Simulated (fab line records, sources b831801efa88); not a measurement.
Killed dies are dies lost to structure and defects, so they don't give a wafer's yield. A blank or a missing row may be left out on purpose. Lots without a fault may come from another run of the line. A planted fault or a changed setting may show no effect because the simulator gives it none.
fab line records | flow gf180mcu
record lots=24 wafers=72 last_day=34
route steps=602 shown STI@5 NWELL@52 HV_LDD@228 V4@478 MIM@510
lots that met no fault: from a run of the same line without faults
start_h: hours from the record's first day to the start of the lot's first wafer shown | wait_h: hours since the lot's step before | " the same as in the row above | L1.1+2: a row that stands for several wafers | - no value, or no start given | * or withheld: withheld | < > ~ a bound
route shown NAME@n: a module of which the file shows steps, and the number in the route of the first | usual: mean/standard deviation of fault-free wafers | same: alike in all rows | chamber/n: place in a boat | sites: the reading at each site | _std_site: their standard deviation | _edge_site: outer sites' mean less inner sites' | radius_mm: how far each site lies from the wafer's centre | mask NAME#n: copy n | behind: the tool/chamber that last shaped the wafer | hold: why the lot was held/for how many hours/how that ended | device: the transistor (n, p or np) that didn't switch | end of line: the same wafers' tests at the end of the route | a step without rows: its recipe alone | killed: dies lost to structure and defects at the first sort, not the wafer's yield | map: a wafer's dies, x killed, . not, _ none there
set.NAME: the setting as run; set.NAME@STEP: as run at that earlier step | model.NAME: the simulator's own value behind a step, which no gauge read
steps of the route over a sample of lots; a table a step, a row a wafer
services: from which hour (start_h, from the record's first day; less than 0 if before it) a tool's chamber was out of use, for how many hours, and why
## steps
# step GF_STI_THK_MEAS_04
# recipe reads=Si3N4_of_STI_CVD_03
# usual STI_CVD_03_THK=206.1/2.4
# columns lot.wafer tool chamber start_h wait_h STI_CVD_03_THK[nm]
L074.1 film_metro-04 - 14.51 0.0 206.1
L074.2 " - " " 205.6
L074.3 " - " " 205.2
L075.1 film_metro-04 - 19.94 0.0 204.8
L075.2 " - " " 204.4
L075.5 " - " " 206.1
L076.1 film_metro-04 - 23.92 0.0 206.1
L076.4 " - " " 204.2
L076.5 " - " " 205.5
L077.1 film_metro-03 - 28.98 0.1 207.7
L077.2 " - " " 206.9
L077.6 " - " " 207.2
L078.1 film_metro-01 - 33.93 0.0 206.5
L078.3 " - " " 207.5
L078.6 " - " " 206.9
L079.2 film_metro-01 - 38.57 0.0 209.6
L079.4 " - " " 208.6
L079.5 " - " " 208.9
L080.1 film_metro-03 - 44.74 0.0 207.0
L080.5 " - " " 206.6
L080.6 " - " " 206.4
L081.3 film_metro-04 - 48.58 0.0 204.0
L081.4 " - " " 206.1
L081.5 " - " " 205.6
L082.2 film_metro-01 - 54.58 0.0 202.5
L082.4 " - " " 204.0
L082.5 " - " " 204.2
L083.2 film_metro-03 - 59.08 0.0 207.9
L083.5 " - " " 208.9
L083.6 " - " " 208.1
L084.2 film_metro-03 - 63.57 0.0 205.8
L084.5 " - " " 208.2
L084.6 " - " " 206.4
L085.1 film_metro-04 - 68.61 0.0 207.2
L085.4 " - " " 205.4
L085.6 " - " " 206.9
L086.1 film_metro-01 - 75.08 0.0 203.2
L086.2 " - " " 204.0
L086.3 " - " " 203.2
L087.3 film_metro-01 - 78.70 0.0 200.6
L087.4 " - " " 201.1
L087.6 " - " " 198.5
L088.1 film_metro-04 - 84.68 0.0 207.0
L088.4 " - " " 206.4
L088.6 " - " " 206.1
L089.1 film_metro-01 - 88.56 0.0 209.6
L089.4 " - " " 209.6
L089.6 " - " " 208.7
L090.4 film_metro-01 - 94.48 0.0 208.0
L090.5 " - " " 205.8
L090.6 " - " " 206.2
L091.1 film_metro-01 - 99.56 0.0 200.6
L091.4 " - " " 201.6
L091.6 " - " " 202.1
L092.1 film_metro-03 - 103.56 0.0 208.7
L092.3 " - " " 209.7
L092.5 " - " " 208.2
L093.3 film_metro-01 - 108.58 0.0 206.2
L093.4 " - " " 207.1
L093.5 " - " " 206.2
L094.3 film_metro-04 - 113.60 0.0 201.8
L094.5 " - " " 202.5
L094.6 " - " " 202.6
L095.1 film_metro-03 - 118.56 0.0 206.0
L095.3 " - " " 205.3
L095.6 " - " " 205.4
L096.2 film_metro-01 - 123.96 0.0 206.9
L096.3 " - " " 208.9
L096.5 " - " " 207.9
L097.1 film_metro-04 - 128.56 0.0 207.7
L097.5 " - " " 207.9
L097.6 " - " " 207.9
# step GF_NWELL_STRIP_10
# recipe chemistry=O2/N2 power_w=1400 pressure_mtorr=1500 platen_temp_c=250 o2_flow_sccm=3000 n2_flow_sccm=300 overash_fraction=0.5
# usual drypump_motor_current_A=5.9/0.58 heater_power_w=343/23 oes_product_au=0.723/0.0044 strip_time_to_endpoint_s=36.96/0.099
# columns lot.wafer tool chamber start_h wait_h drypump_motor_current_A heater_power_w oes_product_au rf_hours_counter_h strip_time_to_endpoint_s
L074.1 plasma_asher-02 1 54.72 0.1 6.0 318 0.717 24 36.71
L074.2 " 0 " " 6.3 368 0.717 24 36.79
L074.3 " 0 " " 6.3 366 0.725 - 36.68
L075.1 plasma_asher-01 0 59.92 0.1 6.8 331 0.722 44 36.97
L075.2 " 1 " " 5.6 382 0.728 44 37.05
L075.5 " 1 " " 5.6 381 0.720 - 36.89
L076.1 plasma_asher-04 1 66.34 0.1 5.1 335 0.724 39 36.92
L076.4 " 1 " " 5.1 329 0.725 - 36.82
L076.5 " 0 " " 5.4 323 0.726 - 36.93
L077.1 plasma_asher-01 1 71.57 0.1 5.6 390 0.721 46 36.89
L077.2 " 0 " " 6.8 319 0.723 46 36.96
L077.6 " 0 " " 6.8 327 0.722 - 36.89
L078.1 plasma_asher-02 1 77.62 0.1 5.9 320 0.722 26 37.00
L078.3 " 1 " " 6.0 312 0.718 - 36.95
L078.6 " 0 " " 6.3 375 0.717 - 37.08
L079.2 plasma_asher-02 0 81.41 0.1 6.3 371 0.729 26 36.95
L079.4 " 0 " " 6.3 372 0.719 - 37.08
L079.5 " 1 " " 6.0 319 0.717 - 36.96
L080.1 plasma_asher-01 0 89.04 0.1 6.8 321 0.715 47 36.87
L080.5 " 1 " " 5.6 373 0.718 - 36.93
L080.6 " 0 " " 6.8 325 0.717 - 36.90
L081.3 plasma_asher-04 1 92.65 0.1 5.1 331 0.717 - 36.72
L081.4 " 0 " " 5.4 326 0.723 - 36.85
L081.5 " 1 " " 5.1 337 0.721 - 36.87
L082.2 plasma_asher-04 0 97.67 0.1 5.4 329 0.725 43 37.19
L082.4 " 0 " " 5.3 314 0.715 - 37.01
L082.5 " 1 " " 5.1 339 0.723 - 37.02
L083.2 plasma_asher-04 0 105.42 0.1 5.4 331 0.721 44 36.93
L083.5 " 0 " " 5.4 325 0.728 - 36.92
L083.6 " 1 " " 5.2 340 0.725 - 36.93
L084.2 plasma_asher-02 0 110.72 0.1 6.4 367 0.724 29 36.84
L084.5 " 0 " " 6.3 374 0.718 - 37.08
L084.6 " 1 " " 6.0 318 0.722 - 36.93
L085.1 plasma_asher-01 1 116.99 0.1 5.6 362 0.722 51 37.03
L085.4 " 1 " " 5.6 376 0.721 - 37.12
L085.6 " 0 " " 6.8 321 0.717 - 37.18
L086.1 plasma_asher-01 0 121.97 0.1 6.8 325 0.722 51 36.92
L086.2 " 1 " " 5.6 371 0.721 51 36.96
L086.3 " 1 " " 5.6 375 0.720 - 36.94
L087.3 plasma_asher-04 0 126.10 0.1 5.3 349 0.717 - 37.09
L087.4 " 1 " " 5.1 333 0.723 - 36.92
L087.6 " 0 " " 5.3 339 0.729 - 36.91
L088.1 plasma_asher-02 1 133.46 0.1 6.0 320 0.732 32 36.91
L088.4 " 0 " " 6.4 370 0.725 - 36.88
L088.6 " 1 " " 6.0 318 0.721 - 36.94
L089.1 plasma_asher-02 0 138.07 0.1 6.3 373 0.726 32 37.17
L089.4 " 0 " " 6.4 369 0.722 - 37.07
L089.6 " 0 " " 6.3 373 0.726 - 37.04
L090.4 plasma_asher-04 0 143.50 0.1 5.4 344 0.722 - 36.90
L090.5 " 0 " " 5.4 346 0.723 - 36.92
L090.6 " 1 " " 5.2 338 0.720 - 36.90
L091.1 plasma_asher-01 0 149.87 0.1 6.8 319 0.725 54 36.96
L091.4 " 1 " " 5.6 376 0.724 - 37.07
L091.6 " 0 " " 6.8 322 0.721 - 36.96
L092.1 plasma_asher-01 0 153.46 0.1 6.7 321 0.724 54 36.93
L092.3 " 1 " " 5.6 377 0.734 - 36.87
L092.5 " 0 " " 6.8 325 0.726 - 36.87
L093.3 plasma_asher-04 0 159.52 0.1 5.3 350 0.726 - 36.98
L093.4 " 1 " " 5.1 342 0.724 - 36.84
L093.5 " 1 " " 5.2 338 0.725 - 36.86
L094.3 plasma_asher-01 0 165.02 0.1 6.8 333 0.724 - 37.03
L094.5 " 0 " " 6.8 321 0.725 - 36.94
L094.6 " 1 " " 5.5 368 0.724 - 37.05
L095.1 plasma_asher-01 0 172.49 0.1 6.8 329 0.725 57 36.91
L095.3 " 0 " " 6.8 333 0.720 - 37.17
L095.6 " 0 " " 6.8 328 0.731 - 37.01
L096.2 plasma_asher-02 1 176.47 0.1 6.0 309 0.732 36 36.97
L096.3 " 1 " " 6.0 312 0.725 - 36.91
L096.5 " 1 " " 6.0 312 0.723 - 36.96
L097.1 plasma_asher-04 0 182.88 0.1 5.4 334 0.725 7 36.86
L097.5 " 1 " " 5.1 331 0.726 - 36.90
L097.6 " 0 " " 5.4 344 0.719 - 36.91
# step GF_HV_LDD_RTA_52
# recipe temp_c=1000 time_s=10 ambient=N2
# usual lamp_power_pct=34.3/1.5 wafer_temp_C_max=1004.2/0.74
# columns lot.wafer tool chamber start_h wait_h lamp_power_pct wafer_temp_C_max
L074.1 rtp_anneal-01 0 270.27 0.0 33.4 1004.4
L074.2 " 0 " " 33.4 1003.9
L074.3 " 0 " " 33.4 1004.1
L075.1 rtp_anneal-02 0 278.09 0.0 36.5 1004.4
L075.2 " 0 " " 36.5 1003.6
L075.5 " 0 " " 36.5 1006.0
L076.1 rtp_anneal-01 0 289.79 0.0 33.4 1004.5
L076.4 " 0 " " 33.3 1004.1
L076.5 " 0 " " 33.3 1004.0
L077.1 rtp_anneal-01 0 295.60 0.0 33.3 1003.6
L077.2 " 0 " " 33.4 1004.6
L077.6 " 0 " " 33.3 1004.2
L078.1 rtp_anneal-01 0 306.34 0.0 33.3 1003.9
L078.3 " 0 " " 33.4 1004.7
L078.6 " 0 " " 33.3 1004.1
L079.2 rtp_anneal-01 0 312.55 0.0 33.4 1003.3
L079.4 " 0 " " 33.3 1004.2
L079.5 " 0 " " 33.3 1004.3
L080.1 rtp_anneal-02 0 323.04 0.0 36.5 1004.4
L080.5 " 0 " " 36.6 1004.4
L080.6 " 0 " " 36.6 1005.0
L081.3 rtp_anneal-01 0 332.87 0.0 33.3 1005.4
L081.4 " 0 " " 33.3 1005.3
L081.5 " 0 " " 33.3 1003.7
L082.2 rtp_anneal-02 0 334.80 0.0 36.6 1004.1
L082.4 " 0 " " 36.5 1005.5
L082.5 " 0 " " 36.5 1004.2
L083.2 rtp_anneal-01 0 350.02 0.0 33.3 1003.4
L083.5 " 0 " " 33.4 1003.8
L083.6 " 0 " " 33.4 1003.3
L084.2 rtp_anneal-02 0 356.42 0.0 36.5 1004.9
L084.5 " 0 " " 36.6 1004.0
L084.6 " 0 " " 36.5 1003.5
L085.1 rtp_anneal-01 0 361.39 0.0 33.3 1004.0
L085.4 " 0 " " 33.3 1005.0
L085.6 " 0 " " 33.3 1004.8
L086.1 rtp_anneal-01 0 369.41 0.0 33.4 1003.8
L086.2 " 0 " " 33.3 1002.6
L086.3 " 0 " " 33.3 1005.0
L087.3 rtp_anneal-02 0 376.63 0.0 36.6 1003.4
L087.4 " 0 " " 36.6 1002.8
L087.6 " 0 " " 36.5 1004.2
L088.1 rtp_anneal-01 0 389.39 0.0 33.3 1004.1
L088.4 " 0 " " 33.4 1004.9
L088.6 " 0 " " 33.3 1004.0
L089.1 rtp_anneal-01 0 395.71 0.0 33.4 1002.9
L089.4 " 0 " " 33.3 1003.8
L089.6 " 0 " " 33.3 1004.1
L090.4 rtp_anneal-01 0 411.09 0.0 33.3 1003.8
L090.5 " 0 " " 33.3 1003.0
L090.6 " 0 " " 33.3 1003.5
L091.1 rtp_anneal-01 0 413.59 0.0 33.4 1003.7
L091.4 " 0 " " 33.3 1004.7
L091.6 " 0 " " 33.3 1003.9
L092.1 rtp_anneal-02 0 419.55 0.0 36.6 1004.2
L092.3 " 0 " " 36.5 1004.1
L092.5 " 0 " " 36.5 1004.9
L093.3 rtp_anneal-01 0 428.32 0.0 33.3 1006.0
L093.4 " 0 " " 33.4 1004.7
L093.5 " 0 " " 33.3 1005.5
L094.3 rtp_anneal-01 0 438.88 0.0 33.4 1005.6
L094.5 " 0 " " 33.3 1003.6
L094.6 " 0 " " 33.3 1005.2
L095.1 rtp_anneal-02 0 450.01 0.0 36.6 1005.1
L095.3 " 0 " " 36.6 1005.3
L095.6 " 0 " " 36.5 1004.3
L096.2 rtp_anneal-01 0 452.56 0.0 33.3 1004.4
L096.3 " 0 " " 33.3 1004.5
L096.5 " 0 " " 33.3 1003.8
L097.1 rtp_anneal-01 0 458.99 0.0 33.3 1003.4
L097.5 " 0 " " 33.3 1004.6
L097.6 " 0 " " 33.3 1003.1
# step GF_V4_CVD_02
# recipe material=SiO2 target_thk_nm=850 precursor=TEOS temp_c=400 time_s=94.851 rf_w=600
# usual heater_power_w=665/98
# columns lot.wafer tool chamber start_h wait_h heater_power_w
L074.1 pecvd-02 0 534.52 0.1 552
L074.2 " 2 " " 628
L074.3 " 1 " " 633
L075.1 pecvd-02 0 543.33 0.1 660
L075.2 " 2 " " 664
L075.5 " 1 " " 672
L076.1 pecvd-03 0 556.20 0.1 900
L076.4 " 1 " " 920
L076.5 " 0 " " 739
L077.1 pecvd-04 0 563.55 0.1 601
L077.2 " 1 " " 704
L077.6 " 0 " " 529
L078.1 pecvd-04 1 574.49 0.1 708
L078.3 " 1 " " 551
L078.6 " 0 " " 525
L079.2 pecvd-04 0 582.74 0.0 554
L079.4 " 0 " " 605
L079.5 " 2 " " 620
L080.1 pecvd-03 1 590.99 0.1 786
L080.5 " 2 " " 709
L080.6 " 1 " " 843
L081.3 pecvd-04 0 603.74 0.0 603
L081.4 " 0 " " 661
L081.5 " 2 " " 676
L082.2 pecvd-02 2 603.86 0.0 686
L082.4 " 0 " " 526
L082.5 " 1 " " 540
L083.2 pecvd-03 0 620.76 0.0 858
L083.5 " 2 " " 679
L083.6 " 1 " " 835
L084.2 pecvd-04 2 627.96 0.0 605
L084.5 " 1 " " 648
L084.6 " 0 " " 586
L085.1 pecvd-03 2 628.78 0.1 688
L085.4 " 1 " " 894
L085.6 " 2 " " 555
L086.1 pecvd-02 1 634.41 0.1 540
L086.2 " 2 " " 696
L086.3 " 2 " " 569
L087.3 pecvd-04 2 643.63 0.0 625
L087.4 " 2 " " 651
L087.6 " 1 " " 657
L088.1 pecvd-03 1 651.98 0.1 908
L088.4 " 0 " " 831
L088.6 " 2 " " 690
L089.1 pecvd-04 1 657.96 0.1 630
L089.4 " 2 " " 632
L089.6 " 1 " " 688
L090.4 pecvd-04 1 671.07 0.1 679
L090.5 " 2 " " 644
L090.6 " 0 " " 516
L091.1 pecvd-03 0 672.84 0.1 750
L091.4 " 1 " " 881
L091.6 " 0 " " 793
L092.1 pecvd-04 1 679.45 0.1 697
L092.3 " 2 " " 651
L092.5 " 2 " " 535
L093.3 pecvd-03 2 686.85 0.0 671
L093.4 " 1 " " 877
L093.5 " 2 " " 553
L094.3 pecvd-02 2 693.70 0.0 633
L094.5 " 2 " " 680
L094.6 " 0 " " 647
L095.1 pecvd-04 2 704.21 0.1 609
L095.3 " 1 " " 702
L095.6 " 0 " " 514
L096.2 pecvd-03 1 707.22 0.0 823
L096.3 " 2 " " 670
L096.5 " 2 " " 524
L097.1 pecvd-04 1 708.17 0.1 646
L097.5 " 0 " " 581
L097.6 " 2 " " 607
# step GF_V4_ETCH_16
# recipe chemistry=N2/H2 target_depth_a=withheld overetch_a=withheld time_s=withheld target=BARC ion_energy_ev=200 source_w=500 bias_w=100 pressure_mtorr=30 n2_flow_sccm=100 h2_flow_sccm=200
# usual drypump_motor_current_A=5.4/0.4 oes_product_au=0.853/0.0047 throttle_valve_pct=13.225/0.0093
# columns lot.wafer tool chamber start_h wait_h drypump_motor_current_A oes_product_au throttle_valve_pct
L074.1 rie_diel-03 1 557.78 0.0 5.0 0.846 13.235
L074.2 " 2 " " 5.5 0.859 13.212
L074.3 " 0 " " 5.6 0.852 13.216
L075.1 rie_diel-01 1 565.58 0.0 5.2 0.857 13.236
L075.2 " 2 " " 5.9 0.848 13.221
L075.5 " 1 " " 5.2 0.855 13.221
L076.1 rie_diel-01 3 578.48 0.0 6.0 0.861 13.233
L076.4 " 1 " " 5.1 0.854 13.235
L076.5 " 3 " " 6.0 0.855 13.218
L077.1 rie_diel-01 3 584.38 0.0 6.0 0.849 13.227
L077.2 " 1 " " 5.2 0.846 13.222
L077.6 " 3 " " 6.0 0.852 13.215
L078.1 rie_diel-03 2 598.88 0.0 5.5 0.859 13.222
L078.3 " 0 " " 5.6 0.864 13.225
L078.6 " 0 " " 5.6 0.843 13.214
L079.2 rie_diel-04 3 604.33 0.0 5.3 0.851 13.230
L079.4 " 3 " " 5.3 0.850 13.222
L079.5 " 0 " " 5.3 0.859 13.234
L080.1 rie_diel-03 1 612.80 0.0 5.0 0.849 13.232
L080.5 " 0 " " 5.6 0.847 13.229
L080.6 " 1 " " 5.0 0.852 13.227
L081.3 rie_diel-04 2 624.23 0.0 6.6 0.854 13.240
L081.4 " 3 " " 5.3 0.847 13.235
L081.5 " 0 " " 5.3 0.843 13.228
L082.2 rie_diel-01 2 624.33 0.0 5.8 0.859 13.224
L082.4 " 1 " " 5.1 0.854 13.224
L082.5 " 1 " " 5.1 0.851 13.222
L083.2 rie_diel-04 0 640.95 0.0 5.3 0.851 13.226
L083.5 " 0 " " 5.3 0.857 13.230
L083.6 " 3 " " 5.3 0.854 13.226
L084.2 rie_diel-03 3 649.00 0.0 5.2 0.857 13.229
L084.5 " 2 " " 5.6 0.848 13.232
L084.6 " 3 " " 5.3 0.855 13.231
L085.1 rie_diel-01 1 649.93 0.0 5.1 0.849 13.239
L085.4 " 3 " " 6.1 0.862 13.214
L085.6 " 2 " " 5.9 0.856 13.243
L086.1 rie_diel-04 2 654.70 0.0 6.6 0.852 13.213
L086.2 " 1 " " 4.7 0.856 13.230
L086.3 " 0 " " 5.3 0.855 13.214
L087.3 rie_diel-03 1 663.83 0.0 5.0 0.856 13.241
L087.4 " 1 " " 5.0 0.862 13.240
L087.6 " 2 " " 5.5 0.856 13.223
L088.1 rie_diel-03 1 671.08 0.0 5.0 0.851 13.224
L088.4 " 1 " " 5.0 0.858 13.221
L088.6 " 2 " " 5.6 0.852 13.234
L089.1 rie_diel-01 3 678.13 0.0 6.0 0.846 13.217
L089.4 " 1 " " 5.1 0.854 13.212
L089.6 " 3 " " 6.0 0.855 13.231
L090.4 rie_diel-03 0 690.48 0.0 5.5 0.859 13.215
L090.5 " 2 " " 5.5 0.845 13.242
L090.6 " 1 " " 5.0 0.852 13.229
L091.1 rie_diel-03 0 692.55 0.0 5.6 0.850 13.216
L091.4 " 2 " " 5.5 0.853 13.230
L091.6 " 2 " " 5.5 0.858 13.215
L092.1 rie_diel-03 1 698.65 0.0 5.0 0.844 13.219
L092.3 " 3 " " 5.2 0.846 13.217
L092.5 " 3 " " 5.2 0.853 13.230
L093.3 rie_diel-04 1 705.98 0.0 4.7 0.848 13.230
L093.4 " 3 " " 5.3 0.859 13.228
L093.5 " 2 " " 6.6 0.847 13.212
L094.3 rie_diel-01 3 712.23 0.0 6.0 0.855 13.225
L094.5 " 1 " " 5.1 0.845 13.230
L094.6 " 3 " " 6.0 0.855 13.217
L095.1 rie_diel-01 0 722.98 0.0 5.4 0.851 13.224
L095.3 " 1 " " 5.2 0.847 13.229
L095.6 " 1 " " 5.2 0.854 13.238
L096.2 rie_diel-04 3 725.33 0.0 5.2 0.850 13.232
L096.3 " 0 " " 5.3 0.852 13.229
L096.5 " 3 " " 5.2 0.857 13.230
L097.1 rie_diel-03 1 727.03 0.0 5.0 0.855 13.212
L097.5 " 1 " " 5.0 0.853 13.227
L097.6 " 2 " " 5.6 0.861 13.212
# step GF_MIM_SPUTTER_07
# recipe material=TiN target_thk_nm=60 power_w=6500 time_s=50 chamber_pressure_pa=0.4
# usual throttle_valve_pct=30.1/1
# columns lot.wafer tool chamber start_h wait_h throttle_valve_pct
L074.1 pvd_sputter-03 - 559.47 0.1 29.6
L074.2 " - " " 31.6
L074.3 " - " " 31.6
L075.1 pvd_sputter-04 - 567.36 0.1 30.0
L075.2 " - " " 29.0
L075.5 " - " " 28.9
L076.1 pvd_sputter-04 - 580.18 0.1 31.5
L076.4 " - " " 28.8
L076.5 " - " " 28.9
L077.1 pvd_sputter-02 - 586.10 0.1 29.2
L077.2 " - " " 30.2
L077.6 " - " " 29.3
L078.1 pvd_sputter-03 - 600.69 0.1 31.0
L078.3 " - " " 29.4
L078.6 " - " " 31.4
L079.2 pvd_sputter-03 - 606.03 0.0 30.8
L079.4 " - " " 31.4
L079.5 " - " " 29.6
L080.1 pvd_sputter-04 - 614.51 0.1 28.9
L080.5 " - " " 31.9
L080.6 " - " " 28.9
L082.2 pvd_sputter-03 - 626.04 0.0 29.4
L082.4 " - " " 31.6
L082.5 " - " " 30.9
L081.3 pvd_sputter-04 - 626.32 0.0 31.5
L081.4 " - " " 29.1
L081.5 " - " " 29.9
L083.2 pvd_sputter-02 - 642.62 0.0 30.1
L083.5 " - " " 28.9
L083.6 " - " " 30.4
L084.2 pvd_sputter-03 - 650.68 0.0 31.2
L084.5 " - " " 31.8
L084.6 " - " " 31.3
L085.1 pvd_sputter-04 - 651.60 0.1 28.9
L085.4 " - " " 29.0
L085.6 " - " " 31.6
L086.1 pvd_sputter-02 - 656.38 0.1 29.3
L086.2 " - " " 30.4
L086.3 " - " " 30.5
L087.3 pvd_sputter-04 - 665.53 0.0 28.8
L087.4 " - " " 29.1
L087.6 " - " " 29.0
L088.1 pvd_sputter-04 - 672.75 0.1 29.0
L088.4 " - " " 30.0
L088.6 " - " " 31.0
L089.1 pvd_sputter-02 - 679.80 0.1 30.4
L089.4 " - " " 29.4
L089.6 " - " " 30.6
L090.4 pvd_sputter-02 - 692.18 0.0 30.3
L090.5 " - " " 29.1
L090.6 " - " " 29.3
L091.1 pvd_sputter-04 - 694.22 0.1 29.2
L091.4 " - " " 31.3
L091.6 " - " " 28.9
L092.1 pvd_sputter-02 - 700.32 0.1 29.3
L092.3 " - " " 29.3
L092.5 " - " " 29.5
L093.3 pvd_sputter-03 - 707.76 0.0 32.3
L093.4 " - " " 31.2
L093.5 " - " " 29.5
L094.3 pvd_sputter-03 - 714.03 0.0 29.6
L094.5 " - " " 29.3
L094.6 " - " " 31.4
L095.1 pvd_sputter-04 - 724.66 0.1 29.0
L095.3 " - " " 31.4
L095.6 " - " " 29.0
L096.2 pvd_sputter-02 - 727.03 0.0 29.3
L096.3 " - " " 30.3
L096.5 " - " " 29.1
L097.1 pvd_sputter-04 - 728.73 0.1 31.4
L097.5 " - " " 29.1
L097.6 " - " " 31.1
## services
# columns tool chamber start_h hours kind
rie_diel-03 2 48.57 7.2 repair
rie_diel-03 - 59.37 2.8 pm
pecvd-04 2 74.22 19.2 repair
rie_diel-03 3 77.10 9.8 repair
rie_diel-03 1 96.51 8.7 repair
pvd_sputter-04 - 106.14 3.6 repair
pecvd-04 - 136.00 0.5 repair
rie_diel-03 - 181.73 0.5 repair
pecvd-04 - 189.91 14.6 pm
pvd_sputter-04 - 197.21 3.1 repair
pecvd-04 - 280.58 4.3 pm
rtp_anneal-01 - 281.41 3.7 pm
rie_diel-03 0 316.38 13.5 repair
rie_diel-03 3 334.70 1.4 repair
pecvd-04 0 347.59 4.2 repair
pecvd-04 - 368.88 14.0 pm
pecvd-04 - 399.05 0.3 repair
pecvd-04 - 493.31 2.8 pm
pecvd-04 - 496.75 1.3 repair
pecvd-04 2 552.82 21.9 repair
pecvd-04 0 614.32 12.6 repair
pecvd-04 - 618.50 1.5 repair
pecvd-04 - 661.39 1.1 repair
rtp_anneal-01 - 666.00 1.1 pm
## key
fault none
